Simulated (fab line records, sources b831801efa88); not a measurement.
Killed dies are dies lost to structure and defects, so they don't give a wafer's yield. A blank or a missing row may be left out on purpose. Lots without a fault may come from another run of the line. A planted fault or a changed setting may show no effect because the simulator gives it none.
fab line records | flow sky130
record lots=7 wafers=21 last_day=49
route steps=708 shown METAL1@446 VIA1@458 PAD_OPEN@708
lots that met no fault: from a run of the same line without faults
start_h: hours from the record's first day to the start of the lot's first wafer shown | wait_h: hours since the lot's step before | " the same as in the row above | L1.1+2: a row that stands for several wafers | - no value, or no start given | * or withheld: withheld | < > ~ a bound
route shown NAME@n: a module of which the file shows steps, and the number in the route of the first | usual: mean/standard deviation of fault-free wafers | same: alike in all rows | chamber/n: place in a boat | sites: the reading at each site | _std_site: their standard deviation | _edge_site: outer sites' mean less inner sites' | radius_mm: how far each site lies from the wafer's centre | mask NAME#n: copy n | behind: the tool/chamber that last shaped the wafer | hold: why the lot was held/for how many hours/how that ended | device: the transistor (n, p or np) that didn't switch | end of line: the same wafers' tests at the end of the route | a step without rows: its recipe alone | killed: dies lost to structure and defects at the first sort, not the wafer's yield | map: a wafer's dies, x killed, . not, _ none there
set.NAME: the setting as run; set.NAME@STEP: as run at that earlier step | model.NAME: the simulator's own value behind a step, which no gauge read
lots at some steps of the route; a table a step, a row a wafer
services: from which hour (start_h, from the record's first day; less than 0 if before it) a tool's chamber was out of use, for how many hours, and why
## steps
# step SKY_METAL1_EXPOSE_12
# recipe mask_id=MM1 na=0.8 source_shape=annular sigma_inner=0.55 sigma_outer=0.85 target_cd_nm=140 dose_mj=28
# step SKY_METAL1_PEB_13
# recipe peb_temp_c=withheld peb_time_s=withheld resist=KrF-thick
# step SKY_METAL1_DEVELOP_14
# recipe develop_time_s=60 resist=KrF-thick dev_temp_c=19.78
# step SKY_METAL1_CD_MEAS_15
# recipe target_cd_nm=140
# usual cd_nm=140.4/1.6
# columns lot.wafer tool chamber start_h wait_h cd_nm
L984.4 cd_sem-02 - 769.28 - 140.4
L984.5 " - " " 140.3
L984.6 " - " " 142.1
L985.3 cd_sem-01 - 779.48 - 139.8
L985.4 " - " " 137.2
L985.5 " - " " 137.5
L987.1 cd_sem-01 - 799.37 - 139.9
L987.3 " - " " 142.9
L987.4 " - " " 143.0
L990.3 cd_sem-01 - 825.58 - 141.0
L990.5 " - " " 139.4
L990.6 " - " " 139.8
L991.1 cd_sem-02 - 829.97 - 138.6
L991.3 " - " " 138.9
L991.4 " - " " 138.6
L996.2 cd_sem-01 - 871.14 - 143.8
L996.4 " - " " 144.6
L996.5 " - " " 142.0
L101.2 cd_sem-01 - 909.01 - 142.3
L101.5 " - " " 142.4
L101.6 " - " " 143.3
# step SKY_METAL1_OVL_MEAS_16
# usual METAL1_OVL=3/5.7
# columns lot.wafer tool chamber start_h wait_h METAL1_OVL[nm]
L984.4 overlay-02 - 769.36 0.1 -2
L984.5 " - " " 10
L984.6 " - " " 5
L985.3 overlay-01 - 779.57 0.1 4
L985.4 " - " " 14
L985.5 " - " " 10
L987.1 overlay-02 - 799.49 0.1 -2
L987.3 " - " " 8
L987.4 " - " " -3
L990.3 overlay-01 - 825.67 0.1 1
L990.5 " - " " 5
L990.6 " - " " -8
L991.1 overlay-01 - 830.09 0.1 6
L991.3 " - " " 6
L991.4 " - " " 10
L996.2 overlay-02 - 871.25 0.1 9
L996.4 " - " " 9
L996.5 " - " " 14
L101.2 overlay-01 - 909.11 0.1 -1
L101.5 " - " " -5
L101.6 " - " " -4
# step SKY_METAL1_DESCUM_17
# recipe chemistry=O2 source_power_w=150 bias_power_w=0 pressure_mtorr=10 temp_c=40 time_s=8
# usual drypump_motor_current_A=5.7/0.53 he_backside_leak_sccm=3.44/0.14 oes_product_au=0.993/0.0098
# columns lot.wafer tool chamber start_h wait_h drypump_motor_current_A he_backside_leak_sccm oes_product_au rf_hours_counter_h
L984.4 rie_metal-02 0 769.39 0.0 4.8 3.45 0.997 -
L984.5 " 0 " " 4.8 3.57 1.000 -
L984.6 " 1 " " 5.7 3.57 0.981 -
L985.3 rie_metal-02 1 779.60 0.0 5.6 3.46 0.988 -
L985.4 " 0 " " 4.8 3.57 1.010 -
L985.5 " 1 " " 5.7 3.42 0.987 -
L987.1 rie_metal-04 1 799.53 0.0 6.0 3.34 0.995 11
L987.3 " 0 " " 6.1 3.34 0.992 -
L987.4 " 1 " " 6.0 3.37 0.992 -
L990.3 rie_metal-01 0 825.71 0.0 6.4 3.47 0.992 -
L990.5 " 0 " " 6.4 3.50 0.989 -
L990.6 " 1 " " 5.2 3.54 1.003 -
L991.1 rie_metal-02 1 830.13 0.0 5.6 3.51 0.996 4
L991.3 " 0 " " 4.8 3.50 1.008 -
L991.4 " 1 " " 5.7 3.51 0.988 -
L996.2 rie_metal-01 0 871.28 0.0 6.4 3.50 0.977 8
L996.4 " 0 " " 6.4 3.44 0.993 -
L996.5 " 0 " " 6.4 3.48 0.974 -
L101.2 rie_metal-02 1 909.14 0.0 5.6 3.44 0.982 7
L101.5 " 0 " " 4.8 3.54 0.991 -
L101.6 " 1 " " 5.7 3.52 0.972 -
# step SKY_METAL1_ETCH_18
# recipe chemistry=N2/H2 target=BARC ion_energy_ev=200 bias_w=100 pressure_mtorr=30 n2_flow_sccm=100 h2_flow_sccm=200 icp_w=500 stop_on=SiO2 time_s=45.9 target_depth_a=600
# usual bias_w=100.01/0.29 drypump_motor_current_A=5.7/0.53 he_backside_leak_sccm=3.44/0.15 oes_product_au=0.854/0.0047 throttle_valve_pct=13.224/0.0087
# columns lot.wafer tool chamber start_h wait_h bias_w drypump_motor_current_A he_backside_leak_sccm oes_product_au rf_hours_counter_h throttle_valve_pct
L984.4 rie_metal-02 0 769.43 0.0 100.10 4.8 3.55 0.856 - 13.221
L984.5 " 0 " " 100.42 4.8 3.53 0.847 - 13.212
L984.6 " 1 " " 100.04 5.7 3.55 0.854 - 13.220
L985.3 rie_metal-02 1 779.65 0.0 99.78 5.7 3.40 0.854 - 13.235
L985.4 " 0 " " 99.54 4.8 3.77 0.853 - 13.231
L985.5 " 1 " " 100.03 5.7 3.37 0.856 - 13.237
L987.1 rie_metal-04 1 799.56 0.0 99.51 6.0 3.32 0.854 11 13.218
L987.3 " 0 " " 99.88 6.1 3.46 0.861 - 13.222
L987.4 " 1 " " 99.86 6.0 3.33 0.857 - 13.223
L990.3 rie_metal-01 0 825.75 0.0 99.73 6.4 3.56 0.850 - 13.211
L990.5 " 0 " " 99.38 6.4 3.48 0.854 - 13.224
L990.6 " 1 " " 99.91 5.3 3.58 0.855 - 13.236
L991.1 rie_metal-02 1 830.16 0.0 99.94 5.7 3.58 0.857 4 13.236
L991.3 " 0 " " 99.94 4.8 3.57 0.855 - 13.233
L991.4 " 1 " " 100.01 5.7 3.40 0.851 - 13.227
L996.2 rie_metal-01 0 871.31 0.0 99.69 6.4 3.51 0.861 8 13.234
L996.4 " 0 " " 99.86 6.4 3.45 0.856 - 13.209
L996.5 " 0 " " 100.08 6.4 3.42 0.856 - 13.239
L101.2 rie_metal-02 1 909.18 0.0 100.20 5.7 3.45 0.853 7 13.209
L101.5 " 0 " " 99.74 4.8 3.51 0.853 - 13.202
L101.6 " 1 " " 100.56 5.7 3.48 0.854 - 13.233
# step SKY_METAL1_METAL_ETCH_19
# recipe target_depth_a=3600 stop_on=SiO2 over_etch_frac=0.3 time_s=78 chemistry=Cl2/BCl3 resist_sidewall_deg=88 pressure_mtorr=10 icp_w=900 bias_w=48.5 Cl2_flow_sccm=60 bcl3_flow_sccm=30
# usual bias_w=48.49/0.14 drypump_motor_current_A=5.7/0.53 he_backside_leak_sccm=3.43/0.12 mfc_cl2_sccm=59.99/0.18 oes_product_au=0.855/0.006 throttle_valve_pct=22.263/0.0081
# columns lot.wafer tool chamber start_h wait_h bias_w drypump_motor_current_A he_backside_leak_sccm mfc_cl2_sccm oes_product_au rf_hours_counter_h throttle_valve_pct
L984.4 rie_metal-02 0 769.50 0.1 48.39 4.8 3.33 59.89 0.845 - 22.257
L984.5 " 0 " " 48.36 4.8 3.42 60.13 0.851 - 22.269
L984.6 " 1 " " 48.45 5.7 3.68 59.95 0.847 - 22.265
L985.3 rie_metal-02 1 779.72 0.1 48.46 5.7 3.51 60.15 0.848 - 22.264
L985.4 " 0 " " 48.49 4.8 3.39 60.10 0.851 - 22.262
L985.5 " 1 " " 48.49 5.7 3.51 60.00 0.850 - 22.247
L987.1 rie_metal-04 1 799.62 0.0 48.41 6.0 3.47 59.91 0.857 11 22.263
L987.3 " 0 " " 48.51 6.1 3.27 60.15 0.849 - 22.272
L987.4 " 1 " " 48.55 6.0 3.30 59.56 0.848 - 22.264
L990.3 rie_metal-01 0 825.82 0.1 48.76 6.4 3.55 60.08 0.865 - 22.257
L990.5 " 0 " " 48.63 6.4 3.43 60.02 0.863 - 22.254
L990.6 " 1 " " 48.58 5.2 3.28 60.03 0.846 - 22.267
L991.1 rie_metal-02 1 830.22 0.0 48.45 5.6 3.47 59.93 0.856 4 22.268
L991.3 " 0 " " 48.52 4.8 3.45 59.78 0.852 - 22.265
L991.4 " 1 " " 48.69 5.7 3.53 59.90 0.849 - 22.261
L996.2 rie_metal-01 0 871.37 0.0 48.36 6.4 3.64 59.73 0.853 8 22.274
L996.4 " 0 " " 48.26 6.4 3.94 59.89 0.860 - 22.258
L996.5 " 0 " " 48.37 6.4 3.49 59.71 0.855 - 22.260
L101.2 rie_metal-02 1 909.24 0.0 48.57 5.7 3.44 59.94 0.851 8 22.268
L101.5 " 0 " " 48.29 4.8 3.68 59.95 0.863 - 22.261
L101.6 " 1 " " 48.57 5.7 3.51 60.01 0.849 - 22.266
# step SKY_METAL1_STRIP_20
# recipe chemistry=O2/N2 power_w=1400 pressure_mtorr=1500 platen_temp_c=withheld o2_flow_sccm=3000 n2_flow_sccm=300 overash_fraction=0.5
# usual drypump_motor_current_A=5.7/0.47 oes_product_au=0.344/0.005 strip_time_to_endpoint_s=2.72/0.046
# columns lot.wafer tool chamber start_h wait_h drypump_motor_current_A oes_product_au rf_hours_counter_h strip_time_to_endpoint_s
L984.4 plasma_asher-01 1 769.60 0.1 6.2 0.338 - 2.68
L984.5 " 1 " " 6.2 0.345 - 2.67
L984.6 " 0 " " 5.4 0.338 - 2.74
L985.3 plasma_asher-03 0 779.81 0.1 6.3 0.343 - 2.74
L985.4 " 1 " " 5.9 0.345 - 2.67
L985.5 " 1 " " 5.9 0.342 - 2.75
L987.1 plasma_asher-03 1 799.71 0.1 5.9 0.350 34 2.74
L987.3 " 0 " " 6.3 0.347 - 2.75
L987.4 " 1 " " 5.9 0.344 - 2.72
L990.3 plasma_asher-02 1 825.91 0.1 5.2 0.351 - 2.82
L990.5 " 0 " " 5.1 0.344 - 2.83
L990.6 " 1 " " 5.2 0.341 - 2.67
L991.1 plasma_asher-01 0 830.31 0.1 5.4 0.346 70 2.75
L991.3 " 1 " " 6.2 0.343 - 2.64
L991.4 " 0 " " 5.4 0.348 - 2.73
L996.2 plasma_asher-02 1 871.46 0.1 5.2 0.347 107 2.82
L996.4 " 0 " " 5.2 0.344 - 2.81
L996.5 " 0 " " 5.1 0.353 - 2.80
L101.2 plasma_asher-03 0 909.33 0.1 6.3 0.347 43 2.78
L101.5 " 0 " " 6.3 0.332 - 2.69
L101.6 " 1 " " 5.9 0.345 - 2.80
# step SKY_METAL1_STRIP_21
# recipe chemistry=post_etch_residue_remover time_s=1200 temp_c=72.5
# step SKY_METAL1_CLEAN_22
# recipe chemistry=IPA time_s=180 temp_c=25
# step SKY_METAL1_CLEAN_23
# recipe chemistry=O3/DIW dry=n2_spin
# step SKY_VIA1_HDPCVD_00
# recipe material=SiO2 target_thk_nm=1030 sigma_open_frac=0.3 time_s=171.7 temp_c=400 sih4_flow_sccm=60 pressure_mtorr=6
# usual sih4_flow_sccm=59.98/0.17
# columns lot.wafer tool chamber start_h wait_h sih4_flow_sccm model.SiO2_of_VIA1_HDPCVD_00.thk_nm
L984.4 hdpcvd-02 0 770.22 0.1 59.93 1017
L984.5 " 1 " " 59.94 1024
L984.6 " 2 " " 60.17 1022
L985.3 hdpcvd-01 2 780.39 0.0 59.59 1023
L985.4 " 2 " " 59.88 1029
L985.5 " 1 " " 60.12 1021
L987.1 hdpcvd-02 1 800.35 0.0 50.96 870.1
L987.3 " 2 " " 50.97 860.6
L987.4 " 0 " " 50.89 862.8
L990.3 hdpcvd-02 2 826.48 0.0 51.28 863.1
L990.5 " 0 " " 51.36 867.1
L990.6 " 2 " " 51.17 863.9
L991.1 hdpcvd-02 2 830.91 0.0 50.85 854.9
L991.3 " 0 " " 50.94 864.4
L991.4 " 1 " " 51.03 869.9
L996.2 hdpcvd-01 0 872.10 0.0 59.79 1023
L996.4 " 1 " " 60.06 1022
L996.5 " 0 " " 60.08 1020
L101.2 hdpcvd-01 0 909.94 0.0 60.03 1004
L101.5 " 0 " " 60.06 1013
L101.6 " 1 " " 60.02 1013
# step SKY_VIA1_THK_MEAS_01
# recipe reads=SiO2_of_VIA1_HDPCVD_00
# usual VIA1_HDPCVD_THK=1025/11
# columns lot.wafer tool chamber start_h wait_h hold VIA1_HDPCVD_THK[nm]
L984.4 film_metro-03 - 770.31 0.0 - 1018
L984.5 " - " " - 1025
L984.6 " - " " - 1022
L985.3 film_metro-03 - 780.52 0.1 - 1024
L985.4 " - " " - 1029
L985.5 " - " " - 1022
L987.1 film_metro-03 - 800.46 0.1 await_dispo/0.2h/release 870
L987.3 " - " " await_dispo/0.2h/release 861
L987.4 " - " " await_dispo/0.2h/release 863
L987.1 film_metro-03 - 800.68 0.2 - 870
L987.3 " - " " - 860
L987.4 " - " " - 862
L990.3 film_metro-01 - 826.61 0.1 await_dispo/0.2h/release 862
L990.5 " - " " await_dispo/0.2h/release 867
L990.6 " - " " await_dispo/0.2h/release 864
L990.3 film_metro-01 - 826.84 0.2 - 864
L990.5 " - " " - 867
L990.6 " - " " - 864
L991.1 film_metro-03 - 831.02 0.1 await_dispo/0.2h/release 855
L991.3 " - " " await_dispo/0.2h/release 865
L991.4 " - " " await_dispo/0.2h/release 869
L991.1 film_metro-03 - 831.25 0.2 - 854
L991.3 " - " " - 865
L991.4 " - " " - 870
L996.2 film_metro-01 - 872.22 0.1 - 1022
L996.4 " - " " - 1023
L996.5 " - " " - 1020
L101.2 film_metro-01 - 910.06 0.1 - 1005
L101.5 " - " " - 1015
L101.6 " - " " - 1012
# step SKY_VIA1_CMP_02
# recipe material=SiO2 down_force_psi=4 platen_rpm=60 pad_velocity_m_s=0.94248
# usual motor_current_A=11.0/1.1
# columns lot.wafer tool chamber start_h wait_h hold motor_current_A
L984.4 cmp-01 1 770.44 0.1 - 12.7
L984.5 " 3 " " - 9.2
L984.6 " 0 " " - 10.2
L985.3 cmp-01 2 780.56 0.0 - 11.1
L985.4 " 0 " " - 9.9
L985.5 " 2 " " - 11.0
L987.1 cmp-02 2 803.46 2.8 await_dispo/2.1h/release 11.9
L987.4 " 3 " " await_dispo/2.1h/release 10.6
L987.3 " 0 " " await_dispo/2.1h/release 10.8
L990.3 cmp-01 1 828.65 1.8 await_dispo/1.6h/release 13.2
L990.6 " 2 " " await_dispo/1.6h/release 11.4
L990.5 " 3 " " await_dispo/1.6h/release 9.7
L991.1 cmp-01 2 834.37 3.1 await_dispo/2.2h/release 10.7
L991.3 " 3 " " await_dispo/2.2h/release 9.7
L991.4 " 0 " " await_dispo/2.2h/release 10.2
L996.2 cmp-01 2 872.27 0.0 - 10.6
L996.4 " 3 " " - 9.2
L996.5 " 3 " " - 9.5
L101.2 cmp-01 3 910.16 0.1 - 9.3
L101.6 " 2 " " - 10.6
L101.5 " 3 " " - 9.4
# step SKY_PAD_OPEN_PROBE_99
# usual defect_limited_yield=82.5/2.1 killed_at_M0_to_M3=43/7.7 killed_at_M4_up=3.4/1.9 killed_at_contacts=25/5.6 killed_at_front_end=14/4.3 killed_at_other=0.2/0.5 killed_dies=86/10 killed_open=47/7.2 killed_short=39/6.7 sort_bin_3_pad_short=0.9/0.46 sort_bin_5_function=10.4/1.5 sort_bin_6_memory=6.2/1.2 sort_n_pass=406/10 sort_yield_pct=82.5/2.1
# same gross_dies=492 killed_at_back_side=0 sort_bin_4_leakage[%]=0 sort_bin_8_speed[%]=0
# columns lot.wafer tool chamber start_h wait_h defect_limited_yield[%] killed_at_M0_to_M3 killed_at_M4_up killed_at_contacts killed_at_front_end killed_at_other killed_dies killed_open killed_short sort_bin_3_pad_short[%] sort_bin_5_function[%] sort_bin_6_memory[%] sort_n_pass sort_yield_pct[%]
L985.3 prober-02 - 1088.25 0.2 81.9 46 4 24 14 1 89 49 40 1.6 10.6 5.9 403 81.9
L985.4 prober-02 - 1088.30 0.2 82.9 43 4 17 19 1 84 39 45 1.0 11.0 5.1 408 82.9
L985.5 prober-02 - 1088.35 0.2 78.9 48 3 30 23 0 104 63 41 1.4 10.2 9.6 388 78.9
L990.3 prober-01 - 1128.20 0.2 85.8 40 0 17 13 0 70 32 38 0.8 8.7 4.7 422 85.8
L990.5 prober-01 - 1128.30 0.2 79.7 50 3 28 19 0 100 48 52 1.0 10.2 9.1 392 79.7
L990.6 prober-01 - 1128.35 0.2 84.1 30 4 27 17 0 78 45 33 0.4 9.6 5.9 414 84.1
L991.3 prober-02 - 1129.64 0.2 83.3 40 4 25 13 0 82 57 25 0.8 9.3 6.5 410 83.3
L101.2 prober-02 - 1185.26 0.1 83.9 27 5 34 13 0 79 45 34 0.8 9.6 5.7 413 83.9
L101.5 prober-02 - 1185.41 0.2 81.3 37 2 37 15 1 92 56 36 1.0 11.4 6.3 400 81.3
L101.6 prober-02 - 1185.46 0.2 83.3 32 2 29 19 0 82 44 38 1.2 10.2 5.3 410 83.3
# killed by level:class
L985.3 VIA2:geometric_particle:open=10 VIA1:geometric_particle:open=9 CONTACT:geometric_particle:open=8 VIA3:geometric_particle:open=8 CONTACT:geometric_particle:short=7 METAL2:geometric_particle:short=6 FIELD_ISO:geometric_particle:open=5 VIA1:geometric_particle:short=5
L985.4 VIA2:geometric_particle:open=10 POLY_GATE:geometric_particle:short=9 VIA1:geometric_particle:open=9 CONTACT:geometric_particle:open=6 METAL2:geometric_particle:short=5 VIA3:geometric_particle:open=5 CONTACT:geometric_particle:short=4 VIA1:geometric_particle:short=4
L985.5 CONTACT:geometric_particle:open=12 VIA2:geometric_particle:open=9 VIA1:geometric_particle:open=9 VIA1:geometric_particle:short=8 FIELD_ISO:geometric_particle:open=7 VIA3:geometric_particle:open=7 LOCAL_INTERCONNECT:geometric_particle:short=6 LI_CONTACT:geometric_particle:open=6
L990.3 VIA1:geometric_particle:open=10 CONTACT:geometric_particle:short=6 METAL1:geometric_particle:short=6 METAL2:geometric_particle:short=6 FIELD_ISO:geometric_particle:short=5 CONTACT:geometric_particle:open=4 VIA1:geometric_particle:short=4 FIELD_ISO:geometric_particle:open=3
L990.5 FIELD_ISO:geometric_particle:short=9 METAL1:geometric_particle:short=9 VIA1:geometric_particle:open=8 CONTACT:geometric_particle:open=8 CONTACT:geometric_particle:short=8 VIA2:geometric_particle:open=8 LI_CONTACT:geometric_particle:open=6 VIA3:geometric_particle:open=6
L990.6 CONTACT:geometric_particle:open=10 LI_CONTACT:geometric_particle:open=8 LOCAL_INTERCONNECT:geometric_particle:short=7 POLY_GATE:geometric_particle:short=6 VIA1:geometric_particle:open=6 VIA2:geometric_particle:open=6 FIELD_ISO:geometric_particle:open=5 VIA3:geometric_particle:open=5
L991.3 VIA1:geometric_particle:open=18 CONTACT:geometric_particle:open=9 LI_CONTACT:geometric_particle:open=6 FIELD_ISO:geometric_particle:open=5 VIA2:geometric_particle:open=4 LOCAL_INTERCONNECT:geometric_particle:short=4 METAL1:geometric_particle:short=4 FIELD_ISO:geometric_particle:short=3
L101.2 LI_CONTACT:geometric_particle:open=11 VIA1:geometric_particle:open=10 CONTACT:geometric_particle:short=7 CONTACT:geometric_particle:open=7 LOCAL_INTERCONNECT:geometric_particle:short=6 FIELD_ISO:geometric_particle:short=4 VIA2:geometric_particle:open=4 METAL2:geometric_particle:short=4
L101.5 CONTACT:geometric_particle:open=12 VIA1:geometric_particle:open=10 LI_CONTACT:geometric_particle:open=10 CONTACT:geometric_particle:short=7 VIA2:geometric_particle:open=6 FIELD_ISO:geometric_particle:open=4 LOCAL_INTERCONNECT:geometric_particle:short=4 METAL1:geometric_particle:short=4
L101.6 CONTACT:geometric_particle:open=10 CONTACT:geometric_particle:short=8 VIA1:geometric_particle:open=8 LI_CONTACT:geometric_particle:open=7 FIELD_ISO:geometric_particle:open=6 FIELD_ISO:geometric_particle:short=6 VIA2:geometric_particle:open=6 VIA3:geometric_particle:short=4
## services
# columns tool chamber start_h hours kind
cmp-02 - 748.26 - consumable_replace:conditioner
rie_metal-04 - 751.83 0.1 repair
cmp-02 - 763.98 7.1 repair
cmp-02 - 771.37 1.0 repair
cmp-02 - 776.88 11.8 repair
rie_metal-04 - 777.34 4.3 pm
plasma_asher-02 - 783.75 1.5 repair
cmp-02 - 783.87 12.0 repair
cmp-01 - 796.02 7.4 pm
plasma_asher-01 - 811.63 5.2 repair
cmp-02 - 812.85 1.7 repair
plasma_asher-01 - 813.31 1.7 repair
cmp-02 - 814.53 3.2 pm
cmp-02 - 819.42 8.4 pm
cmp-01 - 832.54 1.8 repair
cmp-01 - 837.20 4.2 pm
plasma_asher-03 - 837.45 14.6 pm
rie_metal-04 - 839.92 2.8 pm
rie_metal-02 - 847.10 1.4 pm
hdpcvd-02 1 880.57 13.6 repair
rie_metal-01 - 893.41 1.4 pm
cmp-01 - 895.81 3.2 repair
cmp-01 - 906.08 2.2 repair
plasma_asher-02 - 908.55 1.2 repair
## key
first_sign step=SKY_VIA1_HDPCVD_00 reading=sih4_flow_sccm direction=down sigmas=52 usual=59.98 struck=51.05
effect step=SKY_VIA1_THK_MEAS_01 reading=visit direction=added
effect step=SKY_VIA1_THK_MEAS_01 reading=VIA1_HDPCVD_THK direction=down sigmas=15 usual=1025 struck=864
model_effect step=SKY_VIA1_HDPCVD_00 value=SiO2_of_VIA1_HDPCVD_00.thk_nm without=1019 struck=864.1
met_at SKY_VIA1_HDPCVD_00
struck_wafers L987.1,L987.3,L987.4,L990.3,L990.5,L990.6,L991.1,L991.3,L991.4
onset_between 770.22 800.35
fault kind=process_parameter_drift tool=hdpcvd-02 chamber=- onset_h=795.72 steps=SKY_VIA1_HDPCVD_00 channel=sih4_flow_sccm offset=-9 shape=step end_h=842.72 acts_in=these_recipes_only stated=60
